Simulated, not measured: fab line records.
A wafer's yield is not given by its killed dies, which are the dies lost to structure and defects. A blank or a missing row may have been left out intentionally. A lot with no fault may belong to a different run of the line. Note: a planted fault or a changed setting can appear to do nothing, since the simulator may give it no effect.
fab line records	flow sky130
record lots=6	wafers=18	last_day=50
route steps=708 shown VIA4@645 METAL5@661 PASSIVATION@681 PAD_OPEN@708
lots that met no fault: from a run of the same line without faults
start_h: hours from the record's first day to the start of the lot's first wafer shown	wait_h: hours from the lot's prior step to this one	" the same as in the row above	L1.1+2: a single row standing in for several wafers	- no value present, or no start provided	* or withheld: withheld	< > ~ a bound
route shown NAME@n: names a module that has steps shown in the file, with the first one's number in the route	usual: average and standard deviation across the fault-free wafers	same: alike in all rows	chamber/n: place in a boat	sites: readings site by site	_std_site: the standard deviation of these	_edge_site: mean of outer sites minus mean of inner sites	radius_mm: for every site, how far away it sits from the centre of the wafer	mask NAME#n: copy n	behind: the tool/chamber that last shaped the wafer	hold: the reason the lot was held/the length of the hold in hours/how it ended	device: whichever transistor did not switch (one of n, p or np)	end of line: the tests these same wafers got at the end of their route	for a step that has no rows: nothing shown but its recipe	killed: count of dies lost to structure and defects at first sort (not the wafer's yield)	map: a wafer's dies, x killed, . not, _ none there
set.NAME: the run value of the setting; set.NAME@STEP: its run value at that earlier step	model.NAME: the simulator's own value behind a step, which no gauge read
lots seen at some steps along the route; tables by step, rows by wafer
services: when a tool's chamber went out of use (start_h, in hours from the record's first day, below 0 if earlier), for how many hours, and the reason
## steps
# step SKY_VIA4_COAT_06
# recipe resist=NOVOLAK	spin_rpm=3000	resist_thk_nm=1140
# step SKY_VIA4_SOFTBAKE_07
# recipe temp_c=90	time_s=60	resist=NOVOLAK
# step SKY_VIA4_EXPOSE_08
# recipe mask_id=VIM4	na=0.6	source_shape=conventional	sigma_outer=0.6	polarization=unpolarized	target_cd_nm=800	dose_mj=132
# step SKY_VIA4_PEB_09
# recipe temp_c=withheld	time_s=*	resist=NOVOLAK
# step SKY_VIA4_DEVELOP_10
# recipe resist=NOVOLAK	developer=TMAH	develop_time_s=60	dev_temp_c=23
# step SKY_VIA4_OVL_MEAS_11
# usual VIA4_OVL=0.5/1.7
lot.wafer	tool	chamber	start_h	wait_h	VIA4_OVL[nm]
L981.3	overlay-02	-	1019.35	0.1	0.9
L981.5	"	-	"	"	1.1
L981.6	"	-	"	"	1.3
L985.3	overlay-02	-	1037.39	0.1	0.3
L985.4	"	-	"	"	-0.3
L985.5	"	-	"	"	-1.2
L990.3	overlay-02	-	1059.45	0.1	2.4
L990.4	"	-	"	"	1.7
L990.5	"	-	"	"	3.3
L998.2	overlay-01	-	1108.13	0.1	-0.6
L998.3	"	-	"	"	1.3
L998.6	"	-	"	"	-0.4
L999.1	overlay-02	-	1113.29	0.1	-0.6
L999.3	"	-	"	"	-1.5
L999.4	"	-	"	"	-1.1
L103.1	overlay-01	-	1141.33	0.1	0.0
L103.2	"	-	"	"	-0.3
L103.4	"	-	"	"	-2.4
# step SKY_VIA4_ETCH_12
# recipe target=SiO2	chemistry=C4F8/O2/Ar	stop_on=TiN	mask_material=NOVOLAK	source_w=1500	bias_w=1200	pressure_mtorr=40	c4f8_flow_sccm=withheld	O2_flow_sccm=6	Ar_flow_sccm=300	time_s=withheld	target_depth_a=5800
# usual oes_product_au=0.925/0.0048
lot.wafer	tool	chamber	start_h	wait_h	oes_product_au
L981.3	rie_diel-01	0	1019.38	0.0	0.936
L981.5	"	3	"	"	0.922
L981.6	"	0	"	"	0.929
L985.3	rie_diel-03	1	1037.41	0.0	0.927
L985.4	"	3	"	"	0.919
L985.5	"	1	"	"	0.935
L990.3	rie_diel-03	2	1059.47	0.0	0.938
L990.4	"	2	"	"	0.915
L990.5	"	0	"	"	0.925
L998.2	rie_diel-01	0	1108.16	0.0	0.925
L998.3	"	3	"	"	0.919
L998.6	"	2	"	"	0.923
L999.1	rie_diel-01	2	1113.32	0.0	0.926
L999.3	"	0	"	"	0.917
L999.4	"	1	"	"	0.924
L103.1	rie_diel-04	1	1141.36	0.0	0.924
L103.2	"	2	"	"	0.921
L103.4	"	3	"	"	0.922
# step SKY_VIA4_STRIP_13
# recipe chemistry=O2/N2	power_w=1400	pressure_mtorr=1500	platen_temp_c=withheld	o2_flow_sccm=3000	n2_flow_sccm=300	overash_fraction=0.5
# step SKY_VIA4_STRIP_14
# recipe chemistry=post_etch_residue_remover	time_s=1200	temp_c=72.5
# step SKY_VIA4_CLEAN_15
# recipe chemistry=IPA	time_s=180	temp_c=25
# step SKY_VIA4_CLEAN_16
# recipe chemistry=O3/DIW	dry=n2_spin
# step SKY_VIA4_SPUTTER_17
# recipe material=TiN	target_thk_nm=20	chamber_pressure_pa=5	power_w=4000	time_s=80
# step SKY_VIA4_CVD_18
# recipe material=W	target_thk_nm=505	time_s=152.14	temp_c=400	pressure_torr=40
# usual heater_power_w=822/120
lot.wafer	tool	chamber	start_h	wait_h	heater_power_w	since_wet_clean_h
L981.3	cvd_w-02	1	1020.16	0.1	928	-
L981.5	"	0	"	"	897	-
L981.6	"	1	"	"	923	-
L985.3	cvd_w-01	1	1038.19	0.1	671	-
L985.4	"	0	"	"	776	-
L985.5	"	0	"	"	766	-
L990.3	cvd_w-01	0	1060.25	0.1	780	-
L990.4	"	1	"	"	659	-
L990.5	"	0	"	"	764	-
L998.2	cvd_w-02	1	1108.98	0.0	945	705
L998.3	"	0	"	"	950	-
L998.6	"	0	"	"	953	-
L999.1	cvd_w-02	1	1114.11	0.0	939	710
L999.3	"	0	"	"	969	-
L999.4	"	1	"	"	926	-
L103.1	cvd_w-01	1	1142.09	0.0	682	224
L103.2	"	0	"	"	768	224
L103.4	"	1	"	"	674	-
# step SKY_VIA4_RS_MEAS_19
# recipe thk_meas_gauge=four-point-probe	reads=W_of_VIA4_CVD_18+TiN_of_VIA4_SPUTTER_17
# usual VIA4_W_RS=0.2269/0.002
lot.wafer	tool	chamber	start_h	wait_h	VIA4_W_RS[ohm/sq]
L981.3	film_metro-01	-	1020.30	0.1	0.2282
L981.5	"	-	"	"	0.2291
L981.6	"	-	"	"	0.2269
L985.3	film_metro-02	-	1038.33	0.1	0.2244
L985.4	"	-	"	"	0.2220
L985.5	"	-	"	"	0.2259
L990.3	film_metro-01	-	1060.39	0.1	0.2273
L990.4	"	-	"	"	0.2248
L990.5	"	-	"	"	0.2279
L998.2	film_metro-01	-	1109.15	0.1	0.2241
L998.3	"	-	"	"	0.2276
L998.6	"	-	"	"	0.2275
L999.1	film_metro-01	-	1114.26	0.1	0.2268
L999.3	"	-	"	"	0.2251
L999.4	"	-	"	"	0.2261
L103.1	film_metro-01	-	1142.27	0.1	0.2252
L103.2	"	-	"	"	0.2262
L103.4	"	-	"	"	0.2238
# step SKY_VIA4_THK_MEAS_20
# recipe thk_meas_gauge=xrf	reads=W_of_VIA4_CVD_18
# usual VIA4_W_THK=520/7.2
lot.wafer	tool	chamber	start_h	wait_h	VIA4_W_THK[nm]
L981.3	film_metro-01	-	1020.40	0.1	521
L981.5	"	-	"	"	520
L981.6	"	-	"	"	524
L985.3	film_metro-02	-	1038.43	0.1	524
L985.4	"	-	"	"	526
L985.5	"	-	"	"	514
L990.3	film_metro-01	-	1060.49	0.1	519
L990.4	"	-	"	"	527
L990.5	"	-	"	"	522
L998.2	film_metro-01	-	1109.26	0.1	526
L998.3	"	-	"	"	519
L998.6	"	-	"	"	520
L999.1	film_metro-01	-	1114.38	0.1	522
L999.3	"	-	"	"	524
L999.4	"	-	"	"	522
L103.1	film_metro-01	-	1142.39	0.1	526
L103.2	"	-	"	"	525
L103.4	"	-	"	"	530
# step SKY_VIA4_CMP_21
# recipe stop_on=SiO2	t_overpolish_s=25	down_force_psi=3.5	platen_rpm=60	target_thk_nm=0	pad_velocity_m_s=0.94248
# step SKY_METAL5_SPUTTER_00
# recipe material=Ti	target_thk_nm=15	power_w=3000	time_s=10	chamber_pressure_pa=0.4
# step SKY_METAL5_SPUTTER_01
# recipe material=TiN	target_thk_nm=20	power_w=6500	time_s=16.7	chamber_pressure_pa=0.4
# usual throttle_valve_pct=29.9/1.1
lot.wafer	tool	chamber	start_h	wait_h	throttle_valve_pct
L981.3	pvd_sputter-03	-	1020.76	0.0	29.2
L981.5	"	-	"	"	31.1
L981.6	"	-	"	"	31.4
L985.3	pvd_sputter-02	-	1038.79	0.0	28.8
L985.4	"	-	"	"	32.0
L985.5	"	-	"	"	31.8
L990.3	pvd_sputter-01	-	1060.96	0.0	31.1
L990.4	"	-	"	"	31.3
L990.5	"	-	"	"	30.9
L998.2	pvd_sputter-02	-	1109.64	0.0	29.1
L998.3	"	-	"	"	29.0
L998.6	"	-	"	"	29.2
L999.1	pvd_sputter-03	-	1114.76	0.0	30.9
L999.3	"	-	"	"	28.5
L999.4	"	-	"	"	30.8
L103.1	pvd_sputter-03	-	1142.77	0.0	29.6
L103.2	"	-	"	"	30.6
L103.4	"	-	"	"	31.1
# step SKY_METAL5_SPUTTER_02
# recipe material=AlCu	target_thk_nm=1150	power_w=10600	time_s=61.2	chamber_pressure_pa=0.4
# usual throttle_valve_pct=29.8/1.1
lot.wafer	tool	chamber	start_h	wait_h	throttle_valve_pct
L981.3	pvd_sputter-03	-	1020.79	0.0	29.2
L981.5	"	-	"	"	30.8
L981.6	"	-	"	"	31.0
L985.3	pvd_sputter-02	-	1038.82	0.0	28.9
L985.4	"	-	"	"	31.7
L985.5	"	-	"	"	31.7
L990.3	pvd_sputter-01	-	1060.99	0.0	30.8
L990.4	"	-	"	"	31.2
L990.5	"	-	"	"	31.2
L998.2	pvd_sputter-02	-	1109.66	0.0	29.1
L998.3	"	-	"	"	28.7
L998.6	"	-	"	"	29.0
L999.1	pvd_sputter-03	-	1114.79	0.0	31.3
L999.3	"	-	"	"	28.6
L999.4	"	-	"	"	30.9
L103.1	pvd_sputter-03	-	1142.79	0.0	29.2
L103.2	"	-	"	"	31.2
L103.4	"	-	"	"	31.0
# step SKY_METAL5_SPUTTER_03
# recipe material=Ti	target_thk_nm=5	power_w=3000	time_s=3.3	chamber_pressure_pa=0.4
# step SKY_METAL5_SPUTTER_04
# recipe material=TiN	target_thk_nm=70	power_w=6500	time_s=58.3	chamber_pressure_pa=0.4
# usual throttle_valve_pct=29.9/1.1
lot.wafer	tool	chamber	start_h	wait_h	throttle_valve_pct
L981.3	pvd_sputter-03	-	1020.86	0.0	29.4
L981.5	"	-	"	"	30.8
L981.6	"	-	"	"	31.1
L985.3	pvd_sputter-02	-	1038.89	0.0	28.8
L985.4	"	-	"	"	31.7
L985.5	"	-	"	"	31.7
L990.3	pvd_sputter-01	-	1061.06	0.0	31.1
L990.4	"	-	"	"	31.4
L990.5	"	-	"	"	31.1
L998.2	pvd_sputter-02	-	1109.73	0.0	29.2
L998.3	"	-	"	"	28.9
L998.6	"	-	"	"	29.3
L999.1	pvd_sputter-03	-	1114.86	0.0	31.1
L999.3	"	-	"	"	28.7
L999.4	"	-	"	"	31.0
L103.1	pvd_sputter-03	-	1142.86	0.0	29.4
L103.2	"	-	"	"	31.3
L103.4	"	-	"	"	31.0
# step SKY_METAL5_RS_MEAS_05
# recipe thk_meas_gauge=four-point-probe	reads=TiN_of_METAL5_SPUTTER_04+Ti_of_METAL5_SPUTTER_03+AlCu_of_METAL5_SPUTTER_02+TiN_of_METAL5_SPUTTER_01+Ti_of_METAL5_SPUTTER_00
# usual METAL5_ALCU_RS=0.02703/0.00028
lot.wafer	tool	chamber	start_h	wait_h	METAL5_ALCU_RS[ohm/sq]
L981.3	film_metro-04	-	1020.95	0.1	0.02691
L981.5	"	-	"	"	0.02701
L981.6	"	-	"	"	0.02737
L985.3	film_metro-02	-	1038.98	0.1	0.02661
L985.4	"	-	"	"	0.02679
L985.5	"	-	"	"	0.02683
L990.3	film_metro-04	-	1061.15	0.1	0.02692
L990.4	"	-	"	"	0.02708
L990.5	"	-	"	"	0.0269
L998.2	film_metro-03	-	1109.80	0.0	0.02745
L998.3	"	-	"	"	0.02707
L998.6	"	-	"	"	0.02716
L999.1	film_metro-02	-	1114.90	0.0	0.02746
L999.3	"	-	"	"	0.02715
L999.4	"	-	"	"	0.02712
L103.1	film_metro-02	-	1142.91	0.0	0.02718
L103.2	"	-	"	"	0.02738
L103.4	"	-	"	"	0.02771
# step SKY_METAL5_THK_MEAS_06
# recipe thk_meas_gauge=xrf	reads=AlCu_of_METAL5_SPUTTER_02
# usual METAL5_ALCU_THK=1147/16
lot.wafer	tool	chamber	start_h	wait_h	METAL5_ALCU_THK[nm]
L981.3	film_metro-04	-	1021.05	0.1	1157
L981.5	"	-	"	"	1146
L981.6	"	-	"	"	1135
L985.3	film_metro-02	-	1039.08	0.1	1164
L985.4	"	-	"	"	1172
L985.5	"	-	"	"	1160
L990.3	film_metro-04	-	1061.25	0.1	1156
L990.4	"	-	"	"	1144
L990.5	"	-	"	"	1159
L998.2	film_metro-03	-	1109.91	0.1	1118
L998.3	"	-	"	"	1133
L998.6	"	-	"	"	1130
L999.1	film_metro-02	-	1115.02	0.1	1139
L999.3	"	-	"	"	1152
L999.4	"	-	"	"	1156
L103.1	film_metro-02	-	1143.03	0.1	1144
L103.2	"	-	"	"	1138
L103.4	"	-	"	"	1127
# step SKY_METAL5_DEHYDRATE_07
# recipe temp_c=200	time_s=60
# step SKY_METAL5_HMDS_08
# recipe prime_time_s=60	prime_temp_c=120
# step SKY_METAL5_COAT_09
# recipe resist=NOVOLAK	spin_rpm=3000	resist_thk_nm=1800
# step SKY_METAL5_SOFTBAKE_10
# recipe temp_c=90	time_s=60	resist=NOVOLAK
# step SKY_METAL5_EXPOSE_11
# recipe mask_id=MM5	na=0.6	source_shape=conventional	sigma_outer=0.6	polarization=unpolarized	target_cd_nm=1600	dose_mj=190
# step SKY_METAL5_PEB_12
# recipe temp_c=withheld	time_s=*	resist=NOVOLAK
# step SKY_METAL5_DEVELOP_13
# recipe resist=NOVOLAK	developer=TMAH	develop_time_s=60	dev_temp_c=23
# step SKY_METAL5_DESCUM_14
# recipe chemistry=O2	source_power_w=150	bias_power_w=0	pressure_mtorr=10	temp_c=40	time_s=11
# usual drypump_motor_current_A=5.60/0.24	oes_product_au=1.001/0.0067
lot.wafer	tool	chamber	start_h	wait_h	drypump_motor_current_A	oes_product_au	rf_hours_counter_h
L981.3	rie_metal-02	1	1043.35	0.1	5.63	0.993	-
L981.5	"	0	"	"	5.77	1.000	-
L981.6	"	1	"	"	5.65	0.999	-
L985.3	rie_metal-02	0	1060.75	0.1	5.74	1.001	-
L985.4	"	1	"	"	5.63	1.001	-
L985.5	"	1	"	"	5.67	0.995	-
L990.3	rie_metal-01	1	1082.94	0.1	5.79	0.988	-
L990.4	"	0	"	"	5.19	1.007	-
L990.5	"	1	"	"	5.79	1.010	-
L998.2	rie_metal-03	0	1128.68	0.1	5.62	1.002	26
L998.3	"	0	"	"	5.62	1.003	-
L998.6	"	1	"	"	5.71	1.007	-
L999.1	rie_metal-01	0	1133.48	0.1	5.19	0.998	26
L999.3	"	1	"	"	5.76	1.008	-
L999.4	"	0	"	"	5.18	1.021	-
L103.1	rie_metal-01	1	1160.03	0.1	5.79	0.992	26
L103.2	"	1	"	"	5.79	0.994	-
L103.4	"	1	"	"	5.78	0.999	-
# step SKY_METAL5_METAL_ETCH_15
# recipe target_depth_a=12600	stop_on=SiO2	over_etch_frac=0.2	time_s=252	chemistry=Cl2/BCl3	resist_sidewall_deg=86	pressure_mtorr=10	icp_w=900	bias_w=48.5	Cl2_flow_sccm=60	bcl3_flow_sccm=30
# step SKY_METAL5_STRIP_16
# recipe chemistry=O2/N2	power_w=1400	pressure_mtorr=1500	platen_temp_c=withheld	o2_flow_sccm=3000	n2_flow_sccm=300	overash_fraction=0.5
# step SKY_METAL5_STRIP_17
# recipe chemistry=post_etch_residue_remover	time_s=1200	temp_c=72.5
# step SKY_METAL5_CLEAN_18
# recipe chemistry=IPA	time_s=180	temp_c=25
# step SKY_METAL5_CLEAN_19
# recipe chemistry=O3/DIW	dry=n2_spin
# step SKY_PASSIVATION_CVD_00
# recipe material=SiO2	target_thk_nm=90	temp_c=400	time_s=withheld	rf_w=600
# step SKY_PASSIVATION_THK_MEAS_01
# recipe reads=SiO2_of_PASSIVATION_CVD_00
# usual PASSIVATION_CVD_00_THK=90.2/1
lot.wafer	tool	chamber	start_h	wait_h	PASSIVATION_CVD_00_THK[nm]
L981.3	film_metro-01	-	1044.29	-	87.7
L981.5	"	-	"	"	89.1
L981.6	"	-	"	"	89.1
L985.3	film_metro-01	-	1061.64	-	89.6
L985.4	"	-	"	"	90.8
L985.5	"	-	"	"	90.8
L990.3	film_metro-01	-	1083.88	-	88.9
L990.4	"	-	"	"	91.6
L990.5	"	-	"	"	92.2
L998.2	film_metro-03	-	1129.62	-	90.2
L998.3	"	-	"	"	88.5
L998.6	"	-	"	"	89.8
L999.1	film_metro-03	-	1134.41	-	89.1
L999.3	"	-	"	"	88.9
L999.4	"	-	"	"	90.4
L103.1	film_metro-03	-	1161.24	-	90.1
L103.2	"	-	"	"	89.6
L103.4	"	-	"	"	91.2
# step SKY_PASSIVATION_CVD_02
# recipe material=Si3N4	target_thk_nm=540	temp_c=400	time_s=withheld	rf_w=450
# step SKY_PASSIVATION_THK_MEAS_03
# recipe reads=Si3N4_of_PASSIVATION_CVD_02
# usual PASSIVATION_CVD_02_THK=541/8.1
lot.wafer	tool	chamber	start_h	wait_h	PASSIVATION_CVD_02_THK[nm]
L981.3	film_metro-04	-	1044.57	-	541
L981.5	"	-	"	"	541
L981.6	"	-	"	"	553
L985.3	film_metro-04	-	1061.93	-	549
L985.4	"	-	"	"	548
L985.5	"	-	"	"	556
L990.3	film_metro-03	-	1084.16	-	542
L990.4	"	-	"	"	549
L990.5	"	-	"	"	549
L998.2	film_metro-03	-	1129.91	-	549
L998.3	"	-	"	"	549
L998.6	"	-	"	"	558
L999.1	film_metro-03	-	1134.70	-	530
L999.3	"	-	"	"	528
L999.4	"	-	"	"	540
L103.1	film_metro-03	-	1161.52	-	540
L103.2	"	-	"	"	535
L103.4	"	-	"	"	547
# step SKY_PASSIVATION_DEHYDRATE_04
# recipe temp_c=200	time_s=60
# step SKY_PASSIVATION_HMDS_05
# recipe prime_time_s=60	prime_temp_c=120
# step SKY_PAD_OPEN_PROBE_99
# usual defect_limited_yield=82.5/1.9	killed_at_M0_to_M3=44/7.2	killed_at_M4_up=3.1/1.7	killed_at_contacts=25/5.1	killed_at_front_end=14/4.6	killed_at_other=0.3/0.59	killed_dies=86/9.6	killed_open=47/7.4	killed_short=39/6	sort_bin_3_pad_short=0.8/0.4	sort_bin_5_function=10.4/1.5	sort_bin_6_memory=6.2/1.1	sort_n_pass=406/9.6	sort_yield_pct=82.5/1.9
# same gross_dies=492	killed_at_back_side=0	sort_bin_4_leakage[%]=0	sort_bin_8_speed[%]=0
lot.wafer	tool	chamber	start_h	wait_h	defect_limited_yield[%]	killed_at_M0_to_M3	killed_at_M4_up	killed_at_contacts	killed_at_front_end	killed_at_other	killed_dies	killed_open	killed_short	sort_bin_3_pad_short[%]	sort_bin_5_function[%]	sort_bin_6_memory[%]	sort_n_pass	sort_yield_pct[%]	model.etest.tester.sort_n_pass	model.etest.tester.sort_yield_pct	model.etest.tester.sort_bin_5_pct	model.etest.tester.sort_bin_3_pct
L981.3	prober-02	-	1088.47	0.2	81.5	56	4	21	10	0	91	51	40	1.4	11.6	5.5	401	81.5	401	81.5	11.59	1.423
L981.5	prober-02	-	1088.57	0.2	80.5	47	3	32	14	0	96	49	47	1.4	13.2	4.9	396	80.5	396	80.49	13.21	1.423
L981.6	prober-02	-	1088.62	0.2	82.7	47	4	22	12	0	85	46	39	0.6	9.6	7.1	407	82.7	407	82.72	9.553	0.6098
L985.3	prober-01	-	1105.73	0.2	85.6	37	0	19	13	2	71	32	39	0.6	6.5	7.3	421	85.6	421	85.57	6.504	0.6098
L985.4	prober-01	-	1105.78	0.2	85.8	41	1	23	4	1	70	36	34	0.2	9.1	4.9	422	85.8	422	85.77	9.146	0.2033
L985.5	prober-01	-	1105.83	0.2	80.3	49	3	27	18	0	97	50	47	1.0	12.0	6.7	395	80.3	395	80.28	11.99	1.016
L990.4	prober-02	-	1125.95	0.2	84.3	33	3	25	16	0	77	44	33	0.6	9.1	5.9	415	84.3	415	84.35	9.146	0.6098
L998.2	prober-02	-	1167.76	0.1	81.3	44	3	31	13	1	92	51	41	0.8	10.2	7.7	400	81.3	400	81.3	10.16	0.813
L998.3	prober-02	-	1167.81	0.2	72.0	50	55	17	16	0	138	43	41	4.5	15.9	7.7	354	72.0	354	71.95	15.85	4.472
L998.6	prober-02	-	1167.96	0.2	73.0	41	58	21	12	1	133	41	37	3.7	16.1	7.3	359	73.0	359	72.97	16.06	3.659
L999.1	prober-01	-	1171.69	0.1	83.3	43	8	20	11	0	82	42	40	0.8	8.9	6.9	410	83.3	410	83.33	8.943	0.813
L999.3	prober-01	-	1171.79	0.2	76.8	33	65	11	5	0	114	26	29	4.5	13.2	5.5	378	76.8	378	76.83	13.21	4.472
L999.4	prober-01	-	1171.84	0.2	83.3	48	4	21	9	0	82	41	41	0.6	9.1	6.9	410	83.3	410	83.33	9.146	0.6098
L103.1	prober-02	-	1195.45	0.1	80.3	42	4	34	16	1	97	51	46	1.0	10.8	7.9	395	80.3	395	80.28	10.77	1.016
L103.2	prober-02	-	1195.50	0.1	84.3	38	5	19	15	0	77	37	40	0.4	11.0	4.3	415	84.3	415	84.35	10.98	0.4065
L103.4	prober-02	-	1195.60	0.2	83.1	39	4	21	19	0	83	42	41	0.8	11.0	5.1	409	83.1	409	83.13	10.98	0.813
# killed by level:class
L981.3 VIA1:geometric_particle:open=15 VIA2:geometric_particle:open=9 CONTACT:geometric_particle:open=8 METAL1:geometric_particle:short=8 METAL2:geometric_particle:short=8 VIA3:geometric_particle:open=6 LI_CONTACT:geometric_particle:open=4 POLY_GATE:geometric_particle:open=3
L981.5 CONTACT:geometric_particle:open=16 VIA1:geometric_particle:open=11 CONTACT:geometric_particle:short=9 METAL1:geometric_particle:short=7 VIA3:geometric_particle:open=7 LI_CONTACT:geometric_particle:open=6 METAL2:geometric_particle:short=5 FIELD_ISO:geometric_particle:short=4
L981.6 VIA1:geometric_particle:open=14 CONTACT:geometric_particle:open=10 VIA2:geometric_particle:open=8 METAL2:geometric_particle:short=8 CONTACT:geometric_particle:short=6 FIELD_ISO:geometric_particle:open=5 LI_CONTACT:geometric_particle:open=4 METAL1:geometric_particle:short=4
L985.3 FIELD_ISO:geometric_particle:short=6 METAL1:geometric_particle:short=6 VIA1:geometric_particle:open=6 VIA2:geometric_particle:open=6 CONTACT:geometric_particle:short=5 CONTACT:geometric_particle:open=5 VIA3:geometric_particle:short=5 LOCAL_INTERCONNECT:geometric_particle:short=4
L985.4 CONTACT:geometric_particle:open=12 VIA3:geometric_particle:short=7 VIA1:geometric_particle:open=6 VIA3:geometric_particle:open=6 VIA2:geometric_particle:open=6 CONTACT:geometric_particle:short=4 VIA1:geometric_particle:short=4 METAL2:geometric_particle:short=4
L985.5 VIA1:geometric_particle:open=11 CONTACT:geometric_particle:open=8 VIA3:geometric_particle:open=8 LI_CONTACT:geometric_particle:open=7 VIA1:geometric_particle:short=7 CONTACT:geometric_particle:short=6 VIA2:geometric_particle:short=5 METAL1:geometric_particle:short=5
L990.4 VIA1:geometric_particle:open=10 CONTACT:geometric_particle:open=9 FIELD_ISO:geometric_particle:short=6 LI_CONTACT:geometric_particle:open=6 FIELD_ISO:geometric_particle:open=5 METAL1:geometric_particle:short=5 VIA2:geometric_particle:open=5 VIA3:geometric_particle:open=5
L998.2 CONTACT:geometric_particle:open=11 LI_CONTACT:geometric_particle:open=9 VIA2:geometric_particle:open=8 CONTACT:geometric_particle:short=6 VIA1:geometric_particle:short=6 METAL2:geometric_particle:short=5 METAL1:geometric_particle:short=5 VIA1:geometric_particle:open=5
L998.3 VIA4:unspecified=54 VIA1:geometric_particle:open=16 CONTACT:geometric_particle:open=10 METAL3:geometric_particle:short=9 POLY_GATE:geometric_particle:short=4 VIA1:geometric_particle:short=4 METAL1:geometric_particle:short=4 METAL2:geometric_particle:short=4
L998.6 VIA4:unspecified=55 VIA1:geometric_particle:open=11 LI_CONTACT:geometric_particle:open=8 VIA2:geometric_particle:open=7 METAL2:geometric_particle:short=5 VIA3:geometric_particle:short=5 VIA3:geometric_particle:open=5 CONTACT:geometric_particle:short=4
L999.1 CONTACT:geometric_particle:open=10 VIA1:geometric_particle:short=10 VIA1:geometric_particle:open=9 METAL4:geometric_particle:short=7 VIA3:geometric_particle:open=6 VIA2:geometric_particle:open=6 FIELD_ISO:geometric_particle:short=3 LI_CONTACT:geometric_particle:short=3
L999.3 VIA4:unspecified=59 VIA1:geometric_particle:open=9 VIA2:geometric_particle:open=7 METAL4:geometric_particle:short=6 POLY_GATE:geometric_particle:short=3 LI_CONTACT:geometric_particle:open=3 CONTACT:geometric_particle:open=3 VIA1:geometric_particle:short=3
L999.4 METAL1:geometric_particle:short=11 LI_CONTACT:geometric_particle:open=9 VIA2:geometric_particle:open=7 VIA3:geometric_particle:open=6 CONTACT:geometric_particle:open=6 POLY_GATE:geometric_particle:open=5 METAL2:geometric_particle:short=5 LOCAL_INTERCONNECT:geometric_particle:short=4
L103.1 CONTACT:geometric_particle:open=13 LI_CONTACT:geometric_particle:open=10 METAL1:geometric_particle:short=10 LOCAL_INTERCONNECT:geometric_particle:short=7 VIA3:geometric_particle:open=6 VIA1:geometric_particle:open=5 VIA2:geometric_particle:open=5 VIA2:geometric_particle:short=4
L103.2 LI_CONTACT:geometric_particle:open=9 VIA2:geometric_particle:open=8 VIA3:geometric_particle:short=7 POLY_GATE:geometric_particle:short=5 METAL2:geometric_particle:short=5 POLY_GATE:geometric_particle:open=4 CONTACT:geometric_particle:open=4 METAL1:geometric_particle:short=4
L103.4 LI_CONTACT:geometric_particle:open=11 METAL1:geometric_particle:short=8 VIA1:geometric_particle:open=8 POLY_GATE:geometric_particle:short=7 VIA1:geometric_particle:short=7 VIA2:geometric_particle:open=6 FIELD_ISO:geometric_particle:open=5 METAL4:geometric_particle:short=4
# map L998.3 (x killed, . not)
__________.x.....x.x_________
________..x......x...._______
______.....x...x..xxx..._____
_____...x.......xx..x...x____
____.xx.x.....x...xx.....x___
___.x..........x..x......xx__
__x...x.x......x.x...x.xxxxx_
_...x.....x.x.....x..xxxxxxxx
_..........x.........xxxxxxxx
_..x..xx...........xxxxxxxxxx
_......xx.........x..xxxxxxxx
_.xxx.........x......xxxxxxxx
_..................x.x.xxxxxx
_xx.xxxx.............x..xxx..
_xx......................x...
__.x..x.........x.......xxx._
___x............x..........__
____.........x..........x.___
_____..xx.....x..........____
______...x...x..x.....x._____
________x.....x.x....._______
__________x......x.._________
# map L999.3 (x killed, . not)
__________.........._________
________..........xx.._______
______...x.x..........x._____
_____x.......xx..........____
____..............x.x..x..___
___..........x.x.....x.xx.x__
__..x...x.....xx..x.x.xxxxxx_
_.....x...........x..xxxxxxxx
_........x..........xxxxxxxxx
_............x....x..xxxxxxxx
_....x...............xxxxxxxx
_...x........x.....x...xxxxxx
_.....................xxxxxxx
_.......x..............xxx...
_....x......xx...xx..x...x...
__...x............x.......x._
___...x.............x.....x__
____......x...xx..x..x.xx.___
_____...............x....____
______......x..........._____
________.x...x.....x.._______
__________.x........_________
## services
tool	chamber	start_h	hours	kind
cvd_w-02	0	1001.23	4.4	repair
rie_metal-02	-	1002.39	0.5	repair
rie_diel-04	0	1005.33	13.8	repair
cvd_w-02	1	1006.78	12.1	repair
pvd_sputter-02	2	1012.30	-	consumable_replace:kit
rie_diel-03	3	1029.42	5.6	repair
pvd_sputter-03	3	1051.69	-	consumable_replace:kit
pvd_sputter-03	3	1051.69	18.0	scheduled_down
pvd_sputter-03	3	1051.69	18.0	vent_cycle
rie_diel-03	-	1055.78	2.5	repair
cvd_w-01	1	1100.72	4.3	repair
pvd_sputter-02	-	1103.56	3.2	repair
rie_diel-04	0	1106.71	5.9	repair
rie_diel-04	-	1108.06	2.8	pm
rie_diel-03	-	1109.42	1.2	repair
rie_metal-02	1	1116.81	1.4	repair
rie_diel-01	-	1130.87	4.3	pm
rie_diel-01	1	1135.51	2.5	repair
rie_diel-01	0	1137.00	7.9	repair
pvd_sputter-03	2	1139.85	-	consumable_replace:kit
pvd_sputter-03	2	1139.85	18.0	scheduled_down
pvd_sputter-03	2	1139.85	18.0	vent_cycle
pvd_sputter-03	-	1149.97	0.6	repair
pvd_sputter-03	-	1156.78	9.4	repair
## key
first_sign step=SKY_PAD_OPEN_PROBE_99	reading=killed_at_M4_up	direction=up	sigmas=33	usual=3.1	struck=59.3
effect step=SKY_PAD_OPEN_PROBE_99	reading=sort_bin_3_pad_short	direction=up	sigmas=8.4	usual=0.8	struck=4.2
model_effect step=SKY_PAD_OPEN_PROBE_99	value=etest.tester.sort_n_pass	without=412.3	struck=363.7
met_at SKY_VIA4_CVD_18
struck_wafers L998.3,L998.6,L999.3
onset_between 1020.16 1108.98
fault kind=chamber_particle_source	tool=cvd_w-02	chamber=0	onset_h=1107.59	steps=SKY_VIA4_CVD_18	rate_per_visit_cm2=1.5224	end_h=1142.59
